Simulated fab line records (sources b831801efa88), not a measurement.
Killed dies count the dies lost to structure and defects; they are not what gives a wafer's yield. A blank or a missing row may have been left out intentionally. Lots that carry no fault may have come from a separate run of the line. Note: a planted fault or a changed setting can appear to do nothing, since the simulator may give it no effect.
Which of the tools did it? + flow gf180mcu + 12 lots, 36 wafers sampled, at 6 steps of a route of 602

== WHAT THE GAUGES SHOWED, per wafer ==
GF_STI_THK_MEAS_22. Usual: for STI_OXIDATION_01_THK the level is 15.10 nm and the standard deviation is 0.22.
| lot  | measured    | on            | STI_OXIDATION_01_THK (nm) | flag |
|------|-------------|---------------|---------------------------|------|
| L145 | day 2 03:44 | film metro-01 | 14.97 14.88 14.93         |      |
| L146 | day 2 09:31 | film metro-04 | 14.97 15.20 15.15         |      |
| L147 | day 2 13:43 | film metro-01 | 15.14 15.30 15.15         |      |
| L150 | day 3 06:37 | film metro-04 | 14.73 15.01 14.73         |      |
| L153 | day 3 21:10 | film metro-01 | 15.01 15.07 15.06         |      |
| L157 | day 4 17:06 | film metro-01 | 15.05 15.05 14.79         |      |
| L161 | day 5 13:42 | film metro-04 | 15.00 14.92 14.93         |      |
| L162 | day 6 00:33 | film metro-01 | 15.46 15.42 15.35         |      |
| L164 | day 6 10:32 | film metro-04 | 14.65 14.99 14.79         |      |
| L166 | day 6 20:22 | film metro-01 | 15.27 15.28 15.17         |      |
| L167 | day 6 21:30 | film metro-04 | 15.51 15.47 15.27         |      |
| L168 | day 7 02:40 | film metro-04 | 15.16 15.42 15.43         |      |

GF_NWELL_TW_MEAS_11. Usual: for NWELL_TW the level is 1572 and the standard deviation is 17.
| lot  | measured    | on            | NWELL_TW       | flag |
|------|-------------|---------------|----------------|------|
| L145 | day 3 07:52 | film metro-03 | 1566 1556 1563 |      |
| L146 | day 3 13:15 | film metro-02 | 1550 1553 1553 |      |
| L147 | day 3 17:52 | film metro-01 | 1588 1581 1591 |      |
| L150 | day 4 12:50 | film metro-01 | 1479 1465 1472 | OFF  |
| L153 | day 5 05:12 | film metro-02 | 1443 1450 1445 | OFF  |
| L157 | day 6 00:40 | film metro-02 | 1561 1560 1563 |      |
| L161 | day 7 04:10 | film metro-02 | 1545 1550 1548 |      |
| L162 | day 7 12:55 | film metro-01 | 1591 1593 1585 |      |
| L164 | day 7 20:34 | film metro-01 | 1589 1599 1589 |      |
| L166 | day 8 08:27 | film metro-01 | 1587 1588 1587 |      |
| L167 | day 8 09:04 | film metro-01 | 1573 1589 1588 |      |
| L168 | day 8 14:40 | film metro-02 | 1550 1556 1548 |      |

GF_VT_IMPLANT_RS_MEAS_47: a four-point-probe measurement. Usual: for NWELL_RS the level is 488.3 ohm/sq and the standard deviation is 1.2.
| lot  | measured     | on            | NWELL_RS (ohm/sq) | flag |
|------|--------------|---------------|-------------------|------|
| L145 | day 7 09:16  | film metro-02 | 488.8 488.9 486.0 |      |
| L146 | day 7 19:37  | film metro-01 | 488.6 488.5 488.3 |      |
| L147 | day 7 20:41  | film metro-02 | 488.0 489.7 487.8 |      |
| L150 | day 9 08:04  | film metro-01 | 561.8 563.9 562.7 | OFF  |
| L153 | day 9 23:18  | film metro-02 | 563.0 563.3 562.3 | OFF  |
| L157 | day 10 20:18 | film metro-02 | 490.1 490.6 488.5 |      |
| L161 | day 12 07:25 | film metro-02 | 488.6 489.2 489.1 |      |
| L162 | day 12 18:46 | film metro-03 | 487.2 486.4 485.6 |      |
| L164 | day 13 03:50 | film metro-01 | 488.3 487.6 487.9 |      |
| L166 | day 13 19:38 | film metro-01 | 487.2 487.5 487.5 |      |
| L167 | day 13 21:19 | film metro-02 | 486.6 487.7 487.1 |      |
| L168 | day 14 02:50 | film metro-03 | 488.9 487.4 488.4 |      |

== WHICH TOOL RAN EACH LOT (tool, then ch and the chambers of the sampled wafers, then the start) ==
| lot  | GF_STI_PEB_10                               | GF_STI_ETCH_13                    | GF_NWELL_IMPLANT_08            |
|------|---------------------------------------------|-----------------------------------|--------------------------------|
| L145 | litho track-02 ch 0, day 2 02:00 or earlier | rie diel-03 ch 1,2, day 2 02:00   | implanter-04 ch 0, day 3 07:29 |
| L146 | litho track-03 ch 0, day 2 07:26 or earlier | rie diel-03 ch 0,2, day 2 07:26   | implanter-01 ch 0, day 3 12:52 |
| L147 | litho track-02 ch 0, day 2 11:36 or earlier | rie diel-02 ch 0,1,3, day 2 11:36 | implanter-01 ch 0, day 3 17:28 |
| L150 | litho track-03 ch 0, day 3 04:05 or earlier | rie diel-02 ch 1,2,3, day 3 04:05 | implanter-04 ch 0, day 4 12:29 |
| L153 | litho track-03 ch 0, day 3 19:23 or earlier | rie diel-03 ch 0,1,2, day 3 19:23 | implanter-04 ch 0, day 5 04:48 |
| L157 | litho track-03 ch 0, day 4 15:20 or earlier | rie diel-01 ch 0,1,3, day 4 15:20 | implanter-03 ch 0, day 6 00:17 |
| L161 | litho track-02 ch 0, day 5 11:51 or earlier | rie diel-01 ch 0,1,2, day 5 11:51 | implanter-03 ch 0, day 7 03:47 |
| L162 | litho track-03 ch 0, day 5 18:17 or earlier | rie diel-03 ch 0,1,2, day 5 18:17 | implanter-01 ch 0, day 7 12:31 |
| L164 | litho track-03 ch 0, day 6 08:47 or earlier | rie diel-03 ch 0,2,3, day 6 08:47 | implanter-01 ch 0, day 7 20:05 |
| L166 | litho track-03 ch 0, day 6 18:38 or earlier | rie diel-02 ch 1,2,3, day 6 18:38 | implanter-01 ch 0, day 8 08:01 |
| L167 | litho track-03 ch 0, day 6 18:59 or earlier | rie diel-03 ch 1,2,3, day 6 18:59 | implanter-03 ch 0, day 8 08:40 |
| L168 | litho track-03 ch 0, day 7 00:29 or earlier | rie diel-02 ch 0,1,2, day 7 00:29 | implanter-01 ch 0, day 8 14:16 |
- GF_STI_PEB_10: peb time 91.46 s.
- GF_STI_ETCH_13: etches the open film in CHF3/O2, stops on Si, target depth 282.31 nm, time 112.9 s.
- GF_NWELL_IMPLANT_08

== AS READ BY THE TOOLS THEMSELVES (means over the sampled wafers that have a number; for cases with no such wafer, the mark the record gives instead) ==
GF_STI_PEB_10. Usual: heater power total W 85.57 W, standard deviation 0.095; plate sensor t centre C 136.13 C, standard deviation 0.011; plate sensor t edge C 136.29 C, standard deviation 0.0096.
| lot  | tool           | heater power total W (W) | plate sensor t centre C (C) | plate sensor t edge C (C) | flag |
|------|----------------|--------------------------|-----------------------------|---------------------------|------|
| L145 | litho track-02 | 85.72                    | 136.14                      | 136.29                    |      |
| L146 | litho track-03 | 85.56                    | 136.14                      | 136.29                    |      |
| L147 | litho track-02 | 85.62                    | 136.14                      | 136.29                    |      |
| L150 | litho track-03 | 85.55                    | 136.14                      | 136.30                    |      |
| L153 | litho track-03 | 85.64                    | 136.13                      | 136.28                    |      |
| L157 | litho track-03 | 85.51                    | 136.14                      | 136.30                    |      |
| L161 | litho track-02 | 85.61                    | 136.13                      | 136.29                    |      |
| L162 | litho track-03 | 85.51                    | 136.13                      | 136.29                    |      |
| L164 | litho track-03 | 85.58                    | 136.13                      | 136.29                    |      |
| L166 | litho track-03 | 85.51                    | 136.13                      | 136.29                    |      |
| L167 | litho track-03 | 85.57                    | 136.13                      | 136.30                    |      |
| L168 | litho track-03 | 85.58                    | 136.14                      | 136.30                    |      |

GF_STI_ETCH_13. Usual: drypump motor current A 5.7 A, standard deviation 0.48; oes product au 0.829 a.u., standard deviation 0.006; throttle valve pct 8.810 %, standard deviation 0.0093.
| lot  | tool        | drypump motor current A (A) | oes product au (a.u.) | throttle valve pct (%) | flag |
|------|-------------|-----------------------------|-----------------------|------------------------|------|
| L145 | rie diel-03 | 5.9                         | 0.842                 | 8.820                  |      |
| L146 | rie diel-03 | 6.0                         | 0.829                 | 8.810                  |      |
| L147 | rie diel-02 | 5.5                         | 0.832                 | 8.814                  |      |
| L150 | rie diel-02 | 5.3                         | 0.833                 | 8.817                  |      |
| L153 | rie diel-03 | 6.0                         | 0.833                 | 8.804                  |      |
| L157 | rie diel-01 | 5.5                         | 0.828                 | 8.798                  |      |
| L161 | rie diel-01 | 5.7                         | 0.829                 | 8.809                  |      |
| L162 | rie diel-03 | 6.0                         | 0.834                 | 8.809                  |      |
| L164 | rie diel-03 | 5.9                         | 0.827                 | 8.801                  |      |
| L166 | rie diel-02 | 5.4                         | 0.833                 | 8.808                  |      |
| L167 | rie diel-03 | 5.9                         | 0.823                 | 8.813                  |      |
| L168 | rie diel-02 | 5.2                         | 0.830                 | 8.812                  |      |

GF_NWELL_IMPLANT_08. Usual: beam energy keV 450.00, standard deviation 0.14; beam on s 10.01 s, standard deviation 0.21; faraday current uA 84.5, standard deviation 1.8.
| lot  | tool         | beam energy keV | beam on s (s) | faraday current uA | flag |
|------|--------------|-----------------|---------------|--------------------|------|
| L145 | implanter-04 | 450.01          | 10.08         | 84.0               |      |
| L146 | implanter-01 | 450.07          | 9.98          | 84.6               |      |
| L147 | implanter-01 | 449.97          | 10.05         | 84.0               |      |
| L150 | implanter-04 | 450.12          | 7.69          | 109.7              | OFF  |
| L153 | implanter-04 | 450.09          | 7.72          | 109.6              | OFF  |
| L157 | implanter-03 | 449.95          | 9.94          | 85.1               |      |
| L161 | implanter-03 | 449.90          | 9.93          | 85.2               |      |
| L162 | implanter-01 | 450.21          | 10.01         | 84.5               |      |
| L164 | implanter-01 | 449.98          | 9.86          | 85.9               |      |
| L166 | implanter-01 | 450.01          | 10.12         | 83.7               |      |
| L167 | implanter-03 | 450.02          | 10.18         | 83.0               |      |
| L168 | implanter-01 | 449.99          | 9.95          | 85.1               |      |

== THE ANSWER, worked out from the rows above alone ==
Rule: take the mean of a lot's wafers that have a number; if it is more than 3 standard deviations from the usual mean, the lot is off. A lot without any number at a reading at which 4 lots or more have one is off too. All remaining lots with rows at the step are treated as sound. After the gauges, taken in route order, come the tools' own readings; for these a lot's mean is taken, as printed above. At the first step where some lot is off, the reading lying furthest off is the one used; lots without a number count as furthest.
Off: at GF_NWELL_TW_MEAS_11 (NWELL_TW), L150, L153.
A tool fits if, at a process step before that reading, it ran every lot that is off, and no sound lot after the first of them. The gauges at GF_NWELL_TW_MEAS_11 aren't tried: what is off there is off at GF_NWELL_IMPLANT_08 too, on other tools, and a gauge's error can't cause that. With no start given for some of its lots, GF_STI_PEB_10 uses the hours and lot order of GF_STI_ETCH_13. One candidate fits, namely implanter-04 at GF_NWELL_IMPLANT_08. Its last sound lot is L145 (day 3 07:29), its first lot that is off L150 (day 4 12:29): a fault that began between those two fits.
The tool's own readings at GF_NWELL_IMPLANT_08 bear it out: on the lots that are off they differ by more than 5 times the standard deviation of the sound lots' means. beam on s reads 7.71 s there against 10.01 s on the sound lots; faraday current uA reads 109.7 there against 84.5 on the sound lots.

== WHAT THE SIMULATOR PUT IN ==
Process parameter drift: implanter-04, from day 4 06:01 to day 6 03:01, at GF_NWELL_IMPLANT_08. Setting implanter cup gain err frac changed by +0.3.
Shown lots that were struck: L150, L153. The same result came from the rule above.
